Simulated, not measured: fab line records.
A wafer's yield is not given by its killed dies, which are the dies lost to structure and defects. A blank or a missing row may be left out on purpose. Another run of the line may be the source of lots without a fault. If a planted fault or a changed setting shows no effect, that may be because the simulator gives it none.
fab line records / flow gf180mcu
record: lots: 13 wafers: 38 last_day: 34
route steps=602 shown LVPWELL@65 MVPSD@86 VT_IMPLANT@119
lots that met no fault: taken from a fault-free run of the same line
start_h: the number of hours between the record's first day and the start of the first shown wafer of the lot / wait_h: hours from the lot's prior step to this one / " the same as in the row above / L1.1+2: one row covering several wafers at once / - no value present, or no start provided / * or withheld: withheld / < > ~ a bound
route shown NAME@n: a module of which the file shows steps, and the number in the route of the first / usual: mean/standard deviation taken from wafers without a fault / same: alike in all rows / chamber/n: place in a boat / sites: per-site readings / _std_site: standard deviation of those values / _edge_site: mean of outer sites minus mean of inner sites / radius_mm: for every site, how far away it sits from the centre of the wafer / mask NAME#n: copy n / behind: the most recent tool/chamber to have shaped the wafer / hold: the reason the lot was held/the length of the hold in hours/how it ended / device: which transistor (n, p or np) failed to switch / end of line: the same wafers' tests at the end of the route / a step with no rows: only its recipe / killed: not the wafer's yield, but the dies lost to structure and defects at the first sort / map: per-die view of a wafer (x killed, . not killed, _ where there is no die)
set.NAME: the setting as run; set.NAME@STEP: as run at that earlier step / model.NAME: the simulator's own value behind a step, which no gauge read
steps of the route over a sample of lots; a table a step, a row a wafer
services: from which hour (start_h, from the record's first day; less than 0 if before it) a tool's chamber was out of use, for how many hours, and why
== steps ==
step: GF_LVPWELL_TW_MEAS_11
usual: LVPWELL_TW: 564/3.3
lot.wafer=L680.2 tool=film_metro-01 chamber=- start_h=68.88 wait_h=0.1 LVPWELL_TW=561
lot.wafer=L680.5 tool=film_metro-01 chamber=- start_h=68.88 wait_h=0.1 LVPWELL_TW=563
lot.wafer=L680.6 tool=film_metro-01 chamber=- start_h=68.88 wait_h=0.1 LVPWELL_TW=561
lot.wafer=L681.2 tool=film_metro-01 chamber=- start_h=76.72 wait_h=0.1 LVPWELL_TW=560
lot.wafer=L681.5 tool=film_metro-01 chamber=- start_h=76.72 wait_h=0.1 LVPWELL_TW=563
lot.wafer=L681.6 tool=film_metro-01 chamber=- start_h=76.72 wait_h=0.1 LVPWELL_TW=560
lot.wafer=L682.1 tool=film_metro-03 chamber=- start_h=81.02 wait_h=0.1 LVPWELL_TW=564
lot.wafer=L682.3 tool=film_metro-03 chamber=- start_h=81.02 wait_h=0.1 LVPWELL_TW=565
lot.wafer=L682.5 tool=film_metro-03 chamber=- start_h=81.02 wait_h=0.1 LVPWELL_TW=567
lot.wafer=L683.1 tool=film_metro-03 chamber=- start_h=86.33 wait_h=0.1 LVPWELL_TW=563
lot.wafer=L683.5 tool=film_metro-03 chamber=- start_h=86.33 wait_h=0.1 LVPWELL_TW=565
lot.wafer=L683.6 tool=film_metro-03 chamber=- start_h=86.33 wait_h=0.1 LVPWELL_TW=568
lot.wafer=L684.1 tool=film_metro-04 chamber=- start_h=91.96 wait_h=0.1 LVPWELL_TW=564
lot.wafer=L684.3 tool=film_metro-04 chamber=- start_h=91.96 wait_h=0.1 LVPWELL_TW=566
lot.wafer=L684.6 tool=film_metro-04 chamber=- start_h=91.96 wait_h=0.1 LVPWELL_TW=564
lot.wafer=L685.1 tool=film_metro-04 chamber=- start_h=97.17 wait_h=0.1 LVPWELL_TW=567
lot.wafer=L685.5 tool=film_metro-04 chamber=- start_h=97.17 wait_h=0.1 LVPWELL_TW=565
lot.wafer=L685.6 tool=film_metro-04 chamber=- start_h=97.17 wait_h=0.1 LVPWELL_TW=569
lot.wafer=L687.1 tool=film_metro-03 chamber=- start_h=108.76 wait_h=0.1 LVPWELL_TW=561
lot.wafer=L687.4 tool=film_metro-03 chamber=- start_h=108.76 wait_h=0.1 LVPWELL_TW=561
lot.wafer=L687.6 tool=film_metro-03 chamber=- start_h=108.76 wait_h=0.1 LVPWELL_TW=559
lot.wafer=L688.1 tool=film_metro-04 chamber=- start_h=114.06 wait_h=0.1 LVPWELL_TW=566
lot.wafer=L688.2 tool=film_metro-04 chamber=- start_h=114.06 wait_h=0.1 LVPWELL_TW=568
lot.wafer=L688.3 tool=film_metro-04 chamber=- start_h=114.06 wait_h=0.1 LVPWELL_TW=566
lot.wafer=L690.3 tool=film_metro-03 chamber=- start_h=126.58 wait_h=0.1 LVPWELL_TW=567
lot.wafer=L690.4 tool=film_metro-03 chamber=- start_h=126.58 wait_h=0.1 LVPWELL_TW=568
lot.wafer=L690.6 tool=film_metro-03 chamber=- start_h=126.58 wait_h=0.1 LVPWELL_TW=567
lot.wafer=L691.2 tool=film_metro-01 chamber=- start_h=130.49 wait_h=0.1 LVPWELL_TW=566
lot.wafer=L691.3 tool=film_metro-01 chamber=- start_h=130.49 wait_h=0.1 LVPWELL_TW=564
lot.wafer=L691.5 tool=film_metro-01 chamber=- start_h=130.49 wait_h=0.1 LVPWELL_TW=566
lot.wafer=L692.1 tool=film_metro-03 chamber=- start_h=136.87 wait_h=0.1 LVPWELL_TW=565
lot.wafer=L692.2 tool=film_metro-03 chamber=- start_h=136.87 wait_h=0.1 LVPWELL_TW=566
lot.wafer=L692.6 tool=film_metro-03 chamber=- start_h=136.87 wait_h=0.1 LVPWELL_TW=566
lot.wafer=L693.1 tool=film_metro-03 chamber=- start_h=140.93 wait_h=0.1 LVPWELL_TW=568
lot.wafer=L693.3 tool=film_metro-03 chamber=- start_h=140.93 wait_h=0.1 LVPWELL_TW=564
lot.wafer=L693.6 tool=film_metro-03 chamber=- start_h=140.93 wait_h=0.1 LVPWELL_TW=567
lot.wafer=L702.1 tool=film_metro-03 chamber=- start_h=197.03 wait_h=0.1 LVPWELL_TW=567
lot.wafer=L702.5 tool=film_metro-03 chamber=- start_h=197.03 wait_h=0.1 LVPWELL_TW=567
step: GF_MVPSD_IMPLANT_08
recipe: species: B energy_kev: 170 dose_cm2: 1.5e+13 tilt_deg: 0
usual: dose_ions_cm2: 1.5001e+13/1.9e+10
lot.wafer=L680.2 tool=implanter-02 chamber=0 start_h=95.84 wait_h=0.0 dose_ions_cm2=1.4965e+13
lot.wafer=L680.5 tool=implanter-02 chamber=0 start_h=95.84 wait_h=0.0 dose_ions_cm2=1.4983e+13
lot.wafer=L680.6 tool=implanter-02 chamber=0 start_h=95.84 wait_h=0.0 dose_ions_cm2=1.4965e+13
lot.wafer=L681.2 tool=implanter-02 chamber=0 start_h=104.83 wait_h=0.0 dose_ions_cm2=1.5037e+13
lot.wafer=L681.5 tool=implanter-02 chamber=0 start_h=104.83 wait_h=0.0 dose_ions_cm2=1.5006e+13
lot.wafer=L681.6 tool=implanter-02 chamber=0 start_h=104.83 wait_h=0.0 dose_ions_cm2=1.5004e+13
lot.wafer=L682.1 tool=implanter-01 chamber=0 start_h=108.71 wait_h=0.0 dose_ions_cm2=1.5004e+13
lot.wafer=L682.3 tool=implanter-01 chamber=0 start_h=108.71 wait_h=0.0 dose_ions_cm2=1.4993e+13
lot.wafer=L682.5 tool=implanter-01 chamber=0 start_h=108.71 wait_h=0.0 dose_ions_cm2=1.4985e+13
lot.wafer=L683.1 tool=implanter-02 chamber=0 start_h=115.15 wait_h=0.0 dose_ions_cm2=1.5027e+13
lot.wafer=L683.5 tool=implanter-02 chamber=0 start_h=115.15 wait_h=0.0 dose_ions_cm2=1.5009e+13
lot.wafer=L683.6 tool=implanter-02 chamber=0 start_h=115.15 wait_h=0.0 dose_ions_cm2=1.5002e+13
lot.wafer=L684.1 tool=implanter-02 chamber=0 start_h=120.85 wait_h=0.0 dose_ions_cm2=1.502e+13
lot.wafer=L684.3 tool=implanter-02 chamber=0 start_h=120.85 wait_h=0.0 dose_ions_cm2=1.4984e+13
lot.wafer=L684.6 tool=implanter-02 chamber=0 start_h=120.85 wait_h=0.0 dose_ions_cm2=1.5015e+13
lot.wafer=L685.1 tool=implanter-01 chamber=0 start_h=126.86 wait_h=0.0 dose_ions_cm2=1.5012e+13
lot.wafer=L685.5 tool=implanter-01 chamber=0 start_h=126.86 wait_h=0.0 dose_ions_cm2=1.5002e+13
lot.wafer=L685.6 tool=implanter-01 chamber=0 start_h=126.86 wait_h=0.0 dose_ions_cm2=1.4994e+13
lot.wafer=L687.1 tool=implanter-01 chamber=0 start_h=138.52 wait_h=0.0 dose_ions_cm2=1.4979e+13
lot.wafer=L687.4 tool=implanter-01 chamber=0 start_h=138.52 wait_h=0.0 dose_ions_cm2=1.5002e+13
lot.wafer=L687.6 tool=implanter-01 chamber=0 start_h=138.52 wait_h=0.0 dose_ions_cm2=1.5018e+13
lot.wafer=L688.1 tool=implanter-02 chamber=0 start_h=143.87 wait_h=0.0 dose_ions_cm2=1.5019e+13
lot.wafer=L688.2 tool=implanter-02 chamber=0 start_h=143.87 wait_h=0.0 dose_ions_cm2=1.5024e+13
lot.wafer=L688.3 tool=implanter-02 chamber=0 start_h=143.87 wait_h=0.0 dose_ions_cm2=1.5024e+13
lot.wafer=L690.3 tool=implanter-02 chamber=0 start_h=157.61 wait_h=0.1 dose_ions_cm2=1.5024e+13
lot.wafer=L690.4 tool=implanter-02 chamber=0 start_h=157.61 wait_h=0.1 dose_ions_cm2=1.4975e+13
lot.wafer=L690.6 tool=implanter-02 chamber=0 start_h=157.61 wait_h=0.1 dose_ions_cm2=1.5003e+13
lot.wafer=L691.2 tool=implanter-02 chamber=0 start_h=161.79 wait_h=0.0 dose_ions_cm2=1.5031e+13
lot.wafer=L691.3 tool=implanter-02 chamber=0 start_h=161.79 wait_h=0.0 dose_ions_cm2=1.4994e+13
lot.wafer=L691.5 tool=implanter-02 chamber=0 start_h=161.79 wait_h=0.0 dose_ions_cm2=1.5017e+13
lot.wafer=L692.1 tool=implanter-04 chamber=0 start_h=169.12 wait_h=0.0 dose_ions_cm2=1.4974e+13
lot.wafer=L692.2 tool=implanter-04 chamber=0 start_h=169.12 wait_h=0.0 dose_ions_cm2=1.4989e+13
lot.wafer=L692.6 tool=implanter-04 chamber=0 start_h=169.12 wait_h=0.0 dose_ions_cm2=1.4979e+13
lot.wafer=L693.1 tool=implanter-04 chamber=0 start_h=173.31 wait_h=0.0 dose_ions_cm2=1.5007e+13
lot.wafer=L693.3 tool=implanter-04 chamber=0 start_h=173.31 wait_h=0.0 dose_ions_cm2=1.5006e+13
lot.wafer=L693.6 tool=implanter-04 chamber=0 start_h=173.31 wait_h=0.0 dose_ions_cm2=1.5006e+13
lot.wafer=L702.1 tool=implanter-02 chamber=0 start_h=233.17 wait_h=0.0 dose_ions_cm2=1.498e+13
lot.wafer=L702.5 tool=implanter-02 chamber=0 start_h=233.17 wait_h=0.0 dose_ions_cm2=1.4999e+13
step: GF_VT_IMPLANT_OVL_MEAS_29
usual: VT_IMPLANT_02_OVL: -0.1/1.4
lot.wafer=L680.2 tool=overlay-01 chamber=- start_h=139.37 wait_h=0.1 VT_IMPLANT_02_OVL[nm]=0.6
lot.wafer=L680.5 tool=overlay-01 chamber=- start_h=139.37 wait_h=0.1 VT_IMPLANT_02_OVL[nm]=-1.1
lot.wafer=L680.6 tool=overlay-01 chamber=- start_h=139.37 wait_h=0.1 VT_IMPLANT_02_OVL[nm]=0.2
lot.wafer=L681.2 tool=overlay-01 chamber=- start_h=150.90 wait_h=0.1 VT_IMPLANT_02_OVL[nm]=2.2
lot.wafer=L681.5 tool=overlay-01 chamber=- start_h=150.90 wait_h=0.1 VT_IMPLANT_02_OVL[nm]=-0.2
lot.wafer=L681.6 tool=overlay-01 chamber=- start_h=150.90 wait_h=0.1 VT_IMPLANT_02_OVL[nm]=1.6
lot.wafer=L682.1 tool=overlay-02 chamber=- start_h=154.44 wait_h=0.1 VT_IMPLANT_02_OVL[nm]=-2.7
lot.wafer=L682.3 tool=overlay-02 chamber=- start_h=154.44 wait_h=0.1 VT_IMPLANT_02_OVL[nm]=-1.9
lot.wafer=L682.5 tool=overlay-02 chamber=- start_h=154.44 wait_h=0.1 VT_IMPLANT_02_OVL[nm]=-1.6
lot.wafer=L683.1 tool=overlay-01 chamber=- start_h=160.29 wait_h=0.1 VT_IMPLANT_02_OVL[nm]=0.5
lot.wafer=L683.5 tool=overlay-01 chamber=- start_h=160.29 wait_h=0.1 VT_IMPLANT_02_OVL[nm]=0.4
lot.wafer=L683.6 tool=overlay-01 chamber=- start_h=160.29 wait_h=0.1 VT_IMPLANT_02_OVL[nm]=1.3
lot.wafer=L684.1 tool=overlay-01 chamber=- start_h=167.88 wait_h=0.1 VT_IMPLANT_02_OVL[nm]=0.0
lot.wafer=L684.3 tool=overlay-01 chamber=- start_h=167.88 wait_h=0.1 VT_IMPLANT_02_OVL[nm]=-0.5
lot.wafer=L684.6 tool=overlay-01 chamber=- start_h=167.88 wait_h=0.1 VT_IMPLANT_02_OVL[nm]=1.0
lot.wafer=L685.1 tool=overlay-02 chamber=- start_h=173.97 wait_h=0.1 VT_IMPLANT_02_OVL[nm]=0.5
lot.wafer=L685.5 tool=overlay-02 chamber=- start_h=173.97 wait_h=0.1 VT_IMPLANT_02_OVL[nm]=2.5
lot.wafer=L685.6 tool=overlay-02 chamber=- start_h=173.97 wait_h=0.1 VT_IMPLANT_02_OVL[nm]=2.4
lot.wafer=L687.1 tool=overlay-01 chamber=- start_h=187.64 wait_h=0.1 VT_IMPLANT_02_OVL[nm]=2.5
lot.wafer=L687.4 tool=overlay-01 chamber=- start_h=187.64 wait_h=0.1 VT_IMPLANT_02_OVL[nm]=0.6
lot.wafer=L687.6 tool=overlay-01 chamber=- start_h=187.64 wait_h=0.1 VT_IMPLANT_02_OVL[nm]=-0.3
lot.wafer=L688.1 tool=overlay-02 chamber=- start_h=193.72 wait_h=0.1 VT_IMPLANT_02_OVL[nm]=-4.2
lot.wafer=L688.2 tool=overlay-02 chamber=- start_h=193.72 wait_h=0.1 VT_IMPLANT_02_OVL[nm]=-0.9
lot.wafer=L688.3 tool=overlay-02 chamber=- start_h=193.72 wait_h=0.1 VT_IMPLANT_02_OVL[nm]=-0.6
lot.wafer=L690.3 tool=overlay-01 chamber=- start_h=207.95 wait_h=0.1 VT_IMPLANT_02_OVL[nm]=1.8
lot.wafer=L690.4 tool=overlay-01 chamber=- start_h=207.95 wait_h=0.1 VT_IMPLANT_02_OVL[nm]=0.4
lot.wafer=L690.6 tool=overlay-01 chamber=- start_h=207.95 wait_h=0.1 VT_IMPLANT_02_OVL[nm]=-0.3
lot.wafer=L691.2 tool=overlay-02 chamber=- start_h=213.18 wait_h=0.1 VT_IMPLANT_02_OVL[nm]=-0.8
lot.wafer=L691.3 tool=overlay-02 chamber=- start_h=213.18 wait_h=0.1 VT_IMPLANT_02_OVL[nm]=-0.6
lot.wafer=L691.5 tool=overlay-02 chamber=- start_h=213.18 wait_h=0.1 VT_IMPLANT_02_OVL[nm]=-0.6
lot.wafer=L692.1 tool=overlay-01 chamber=- start_h=221.92 wait_h=0.1 VT_IMPLANT_02_OVL[nm]=-0.9
lot.wafer=L692.2 tool=overlay-01 chamber=- start_h=221.92 wait_h=0.1 VT_IMPLANT_02_OVL[nm]=-2.1
lot.wafer=L692.6 tool=overlay-01 chamber=- start_h=221.92 wait_h=0.1 VT_IMPLANT_02_OVL[nm]=1.0
lot.wafer=L693.1 tool=overlay-01 chamber=- start_h=225.07 wait_h=0.1 VT_IMPLANT_02_OVL[nm]=0.2
lot.wafer=L693.3 tool=overlay-01 chamber=- start_h=225.07 wait_h=0.1 VT_IMPLANT_02_OVL[nm]=1.4
lot.wafer=L693.6 tool=overlay-01 chamber=- start_h=225.07 wait_h=0.1 VT_IMPLANT_02_OVL[nm]=0.5
lot.wafer=L702.1 tool=overlay-01 chamber=- start_h=290.82 wait_h=0.1 VT_IMPLANT_02_OVL[nm]=3.4
lot.wafer=L702.5 tool=overlay-01 chamber=- start_h=290.82 wait_h=0.1 VT_IMPLANT_02_OVL[nm]=0.5
step: GF_VT_IMPLANT_RTA_45
recipe: temp_c: 1050 time_s: 30 ambient: N2
usual: lamp_power_pct: 34.48/0.04 wafer_temp_C_max: 1055.6/1.5
lot.wafer=L680.2 tool=rtp_anneal-01 chamber=0 start_h=155.50 wait_h=0.0 lamp_power_pct=34.51 wafer_temp_C_max=1054.1
lot.wafer=L680.5 tool=rtp_anneal-01 chamber=0 start_h=155.50 wait_h=0.0 lamp_power_pct=34.46 wafer_temp_C_max=1055.4
lot.wafer=L680.6 tool=rtp_anneal-01 chamber=0 start_h=155.50 wait_h=0.0 lamp_power_pct=34.46 wafer_temp_C_max=1054.8
lot.wafer=L681.2 tool=rtp_anneal-02 chamber=0 start_h=167.18 wait_h=0.0 lamp_power_pct=34.52 wafer_temp_C_max=1057.0
lot.wafer=L681.5 tool=rtp_anneal-02 chamber=0 start_h=167.18 wait_h=0.0 lamp_power_pct=34.54 wafer_temp_C_max=1055.4
lot.wafer=L681.6 tool=rtp_anneal-02 chamber=0 start_h=167.18 wait_h=0.0 lamp_power_pct=34.49 wafer_temp_C_max=1057.1
lot.wafer=L682.1 tool=rtp_anneal-01 chamber=0 start_h=171.48 wait_h=0.0 lamp_power_pct=34.47 wafer_temp_C_max=1054.2
lot.wafer=L682.3 tool=rtp_anneal-01 chamber=0 start_h=171.48 wait_h=0.0 lamp_power_pct=34.53 wafer_temp_C_max=1054.7
lot.wafer=L682.5 tool=rtp_anneal-01 chamber=0 start_h=171.48 wait_h=0.0 lamp_power_pct=34.43 wafer_temp_C_max=1057.7
lot.wafer=L683.1 tool=rtp_anneal-02 chamber=0 start_h=177.42 wait_h=0.0 lamp_power_pct=34.55 wafer_temp_C_max=1056.4
lot.wafer=L683.5 tool=rtp_anneal-02 chamber=0 start_h=177.42 wait_h=0.0 lamp_power_pct=34.49 wafer_temp_C_max=1056.4
lot.wafer=L683.6 tool=rtp_anneal-02 chamber=0 start_h=177.42 wait_h=0.0 lamp_power_pct=34.54 wafer_temp_C_max=1058.1
lot.wafer=L684.1 tool=rtp_anneal-01 chamber=0 start_h=185.47 wait_h=0.0 lamp_power_pct=34.45 wafer_temp_C_max=1055.8
lot.wafer=L684.3 tool=rtp_anneal-01 chamber=0 start_h=185.47 wait_h=0.0 lamp_power_pct=34.41 wafer_temp_C_max=1053.6
lot.wafer=L684.6 tool=rtp_anneal-01 chamber=0 start_h=185.47 wait_h=0.0 lamp_power_pct=34.46 wafer_temp_C_max=1055.0
lot.wafer=L685.1 tool=rtp_anneal-02 chamber=0 start_h=191.82 wait_h=0.0 lamp_power_pct=34.49 wafer_temp_C_max=1055.2
lot.wafer=L685.5 tool=rtp_anneal-02 chamber=0 start_h=191.82 wait_h=0.0 lamp_power_pct=34.52 wafer_temp_C_max=1054.8
lot.wafer=L685.6 tool=rtp_anneal-02 chamber=0 start_h=191.82 wait_h=0.0 lamp_power_pct=34.51 wafer_temp_C_max=1056.2
lot.wafer=L687.1 tool=rtp_anneal-01 chamber=0 start_h=205.74 wait_h=0.0 lamp_power_pct=34.51 wafer_temp_C_max=1054.2
lot.wafer=L687.4 tool=rtp_anneal-01 chamber=0 start_h=205.74 wait_h=0.0 lamp_power_pct=34.52 wafer_temp_C_max=1053.9
lot.wafer=L687.6 tool=rtp_anneal-01 chamber=0 start_h=205.74 wait_h=0.0 lamp_power_pct=34.50 wafer_temp_C_max=1055.1
lot.wafer=L688.1 tool=rtp_anneal-01 chamber=0 start_h=211.65 wait_h=0.0 lamp_power_pct=34.45 wafer_temp_C_max=1055.0
lot.wafer=L688.2 tool=rtp_anneal-01 chamber=0 start_h=211.65 wait_h=0.0 lamp_power_pct=34.43 wafer_temp_C_max=1053.8
lot.wafer=L688.3 tool=rtp_anneal-01 chamber=0 start_h=211.65 wait_h=0.0 lamp_power_pct=34.46 wafer_temp_C_max=1054.6
lot.wafer=L690.3 tool=rtp_anneal-01 chamber=0 start_h=225.89 wait_h=0.0 lamp_power_pct=34.43 wafer_temp_C_max=1054.1
lot.wafer=L690.4 tool=rtp_anneal-01 chamber=0 start_h=225.89 wait_h=0.0 lamp_power_pct=34.43 wafer_temp_C_max=1057.0
lot.wafer=L690.6 tool=rtp_anneal-01 chamber=0 start_h=225.89 wait_h=0.0 lamp_power_pct=34.50 wafer_temp_C_max=1056.5
lot.wafer=L691.2 tool=rtp_anneal-02 chamber=0 start_h=231.84 wait_h=0.0 lamp_power_pct=34.48 wafer_temp_C_max=1055.8
lot.wafer=L691.3 tool=rtp_anneal-02 chamber=0 start_h=231.84 wait_h=0.0 lamp_power_pct=34.51 wafer_temp_C_max=1056.3
lot.wafer=L691.5 tool=rtp_anneal-02 chamber=0 start_h=231.84 wait_h=0.0 lamp_power_pct=34.46 wafer_temp_C_max=1056.5
lot.wafer=L692.1 tool=rtp_anneal-01 chamber=0 start_h=240.56 wait_h=0.0 lamp_power_pct=34.45 wafer_temp_C_max=1055.3
lot.wafer=L692.2 tool=rtp_anneal-01 chamber=0 start_h=240.56 wait_h=0.0 lamp_power_pct=34.45 wafer_temp_C_max=1054.2
lot.wafer=L692.6 tool=rtp_anneal-01 chamber=0 start_h=240.56 wait_h=0.0 lamp_power_pct=34.45 wafer_temp_C_max=1054.1
lot.wafer=L693.1 tool=rtp_anneal-02 chamber=0 start_h=243.91 wait_h=0.0 lamp_power_pct=34.53 wafer_temp_C_max=1056.9
lot.wafer=L693.3 tool=rtp_anneal-02 chamber=0 start_h=243.91 wait_h=0.0 lamp_power_pct=34.46 wafer_temp_C_max=1057.2
lot.wafer=L693.6 tool=rtp_anneal-02 chamber=0 start_h=243.91 wait_h=0.0 lamp_power_pct=34.51 wafer_temp_C_max=1055.9
lot.wafer=L702.1 tool=rtp_anneal-01 chamber=0 start_h=311.86 wait_h=0.0 lamp_power_pct=34.43 wafer_temp_C_max=1054.1
lot.wafer=L702.5 tool=rtp_anneal-01 chamber=0 start_h=311.86 wait_h=0.0 lamp_power_pct=34.40 wafer_temp_C_max=1054.3
step: GF_VT_IMPLANT_RS_MEAS_49
recipe: thk_meas_gauge: four-point-probe
usual: MVPSD_RS: 1167.6/2.5
lot.wafer=L680.2 tool=film_metro-04 chamber=- start_h=155.97 wait_h=0.1 MVPSD_RS[ohm/sq]=1168.2
lot.wafer=L680.5 tool=film_metro-04 chamber=- start_h=155.97 wait_h=0.1 MVPSD_RS[ohm/sq]=1166.8
lot.wafer=L680.6 tool=film_metro-04 chamber=- start_h=155.97 wait_h=0.1 MVPSD_RS[ohm/sq]=1164.3
lot.wafer=L681.2 tool=film_metro-01 chamber=- start_h=167.64 wait_h=0.1 MVPSD_RS[ohm/sq]=1167.9
lot.wafer=L681.5 tool=film_metro-01 chamber=- start_h=167.64 wait_h=0.1 MVPSD_RS[ohm/sq]=1167.1
lot.wafer=L681.6 tool=film_metro-01 chamber=- start_h=167.64 wait_h=0.1 MVPSD_RS[ohm/sq]=1169.6
lot.wafer=L682.1 tool=film_metro-01 chamber=- start_h=171.94 wait_h=0.1 MVPSD_RS[ohm/sq]=1173.7
lot.wafer=L682.3 tool=film_metro-01 chamber=- start_h=171.94 wait_h=0.1 MVPSD_RS[ohm/sq]=1171.0
lot.wafer=L682.5 tool=film_metro-01 chamber=- start_h=171.94 wait_h=0.1 MVPSD_RS[ohm/sq]=1168.6
lot.wafer=L683.1 tool=film_metro-01 chamber=- start_h=177.88 wait_h=0.1 MVPSD_RS[ohm/sq]=1163.9
lot.wafer=L683.5 tool=film_metro-01 chamber=- start_h=177.88 wait_h=0.1 MVPSD_RS[ohm/sq]=1164.2
lot.wafer=L683.6 tool=film_metro-01 chamber=- start_h=177.88 wait_h=0.1 MVPSD_RS[ohm/sq]=1164.1
lot.wafer=L684.1 tool=film_metro-01 chamber=- start_h=185.93 wait_h=0.1 MVPSD_RS[ohm/sq]=1165.5
lot.wafer=L684.3 tool=film_metro-01 chamber=- start_h=185.93 wait_h=0.1 MVPSD_RS[ohm/sq]=1168.5
lot.wafer=L684.6 tool=film_metro-01 chamber=- start_h=185.93 wait_h=0.1 MVPSD_RS[ohm/sq]=1166.3
lot.wafer=L685.1 tool=film_metro-01 chamber=- start_h=192.28 wait_h=0.1 MVPSD_RS[ohm/sq]=1168.4
lot.wafer=L685.5 tool=film_metro-01 chamber=- start_h=192.28 wait_h=0.1 MVPSD_RS[ohm/sq]=1171.3
lot.wafer=L685.6 tool=film_metro-01 chamber=- start_h=192.28 wait_h=0.1 MVPSD_RS[ohm/sq]=1166.3
lot.wafer=L687.1 tool=film_metro-01 chamber=- start_h=206.20 wait_h=0.1 MVPSD_RS[ohm/sq]=1164.2
lot.wafer=L687.4 tool=film_metro-01 chamber=- start_h=206.20 wait_h=0.1 MVPSD_RS[ohm/sq]=1163.6
lot.wafer=L687.6 tool=film_metro-01 chamber=- start_h=206.20 wait_h=0.1 MVPSD_RS[ohm/sq]=1166.9
lot.wafer=L688.1 tool=film_metro-01 chamber=- start_h=212.11 wait_h=0.1 MVPSD_RS[ohm/sq]=1168.7
lot.wafer=L688.2 tool=film_metro-01 chamber=- start_h=212.11 wait_h=0.1 MVPSD_RS[ohm/sq]=1169.1
lot.wafer=L688.3 tool=film_metro-01 chamber=- start_h=212.11 wait_h=0.1 MVPSD_RS[ohm/sq]=1167.6
lot.wafer=L690.3 tool=film_metro-04 chamber=- start_h=226.36 wait_h=0.1 MVPSD_RS[ohm/sq]=1168.6
lot.wafer=L690.4 tool=film_metro-04 chamber=- start_h=226.36 wait_h=0.1 MVPSD_RS[ohm/sq]=1167.7
lot.wafer=L690.6 tool=film_metro-04 chamber=- start_h=226.36 wait_h=0.1 MVPSD_RS[ohm/sq]=1164.2
lot.wafer=L691.2 tool=film_metro-04 chamber=- start_h=232.30 wait_h=0.1 MVPSD_RS[ohm/sq]=1167.0
lot.wafer=L691.3 tool=film_metro-04 chamber=- start_h=232.30 wait_h=0.1 MVPSD_RS[ohm/sq]=1172.4
lot.wafer=L691.5 tool=film_metro-04 chamber=- start_h=232.30 wait_h=0.1 MVPSD_RS[ohm/sq]=1168.8
lot.wafer=L692.1 tool=film_metro-04 chamber=- start_h=241.02 wait_h=0.1 MVPSD_RS[ohm/sq]=1171.6
lot.wafer=L692.2 tool=film_metro-04 chamber=- start_h=241.02 wait_h=0.1 MVPSD_RS[ohm/sq]=1167.0
lot.wafer=L692.6 tool=film_metro-04 chamber=- start_h=241.02 wait_h=0.1 MVPSD_RS[ohm/sq]=1170.4
lot.wafer=L693.1 tool=film_metro-04 chamber=- start_h=244.37 wait_h=0.1 MVPSD_RS[ohm/sq]=1163.2
lot.wafer=L693.3 tool=film_metro-04 chamber=- start_h=244.37 wait_h=0.1 MVPSD_RS[ohm/sq]=1166.5
lot.wafer=L693.6 tool=film_metro-04 chamber=- start_h=244.37 wait_h=0.1 MVPSD_RS[ohm/sq]=1166.4
lot.wafer=L702.1 tool=film_metro-03 chamber=- start_h=312.42 wait_h=0.1 MVPSD_RS[ohm/sq]=1181.7
lot.wafer=L702.5 tool=film_metro-03 chamber=- start_h=312.42 wait_h=0.1 MVPSD_RS[ohm/sq]=1170.0
== services ==
tool=implanter-02 chamber=- start_h=93.67 hours=1.4 kind=repair
tool=rtp_anneal-02 chamber=- start_h=123.13 hours=0.9 kind=pm
tool=implanter-04 chamber=- start_h=124.43 hours=3.5 kind=pm
tool=implanter-02 chamber=- start_h=151.80 hours=1.6 kind=repair
tool=implanter-01 chamber=- start_h=154.87 hours=3.9 kind=pm
tool=rtp_anneal-02 chamber=- start_h=224.62 hours=3.9 kind=pm
tool=implanter-04 chamber=- start_h=252.27 hours=3.4 kind=repair
tool=implanter-04 chamber=- start_h=280.78 hours=4.1 kind=pm
== key ==
first_sign: step: GF_VT_IMPLANT_RS_MEAS_49 reading: MVPSD_RS direction: up sigmas: 5.6 usual: 1167.6 struck: 1181.7
effect none on later readings
met_at GF_MVPSD_IMPLANT_08
struck_lots L702
struck_wafers L702.1
tester_left_out L702
not_acting_at GF_LVPWELL_TW_MEAS_11,GF_VT_IMPLANT_OVL_MEAS_29,GF_VT_IMPLANT_RTA_45
onset_between 161.79 233.17
fault: kind: process_parameter_drift tool: implanter-02 chamber: - onset_h: 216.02 steps: GF_MVPSD_IMPLANT_08 channel: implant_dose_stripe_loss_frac offset: 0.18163 shape: step end_h: 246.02 scope: struck_wafers_only
tester_left_out: of these lots the tester's yield and bins aren't shown, on N5 and GAA mostly nor the transistor test; their killed dies are dies lost to structure and defects alone, not to doping, threshold or leakage, so they don't give the yield
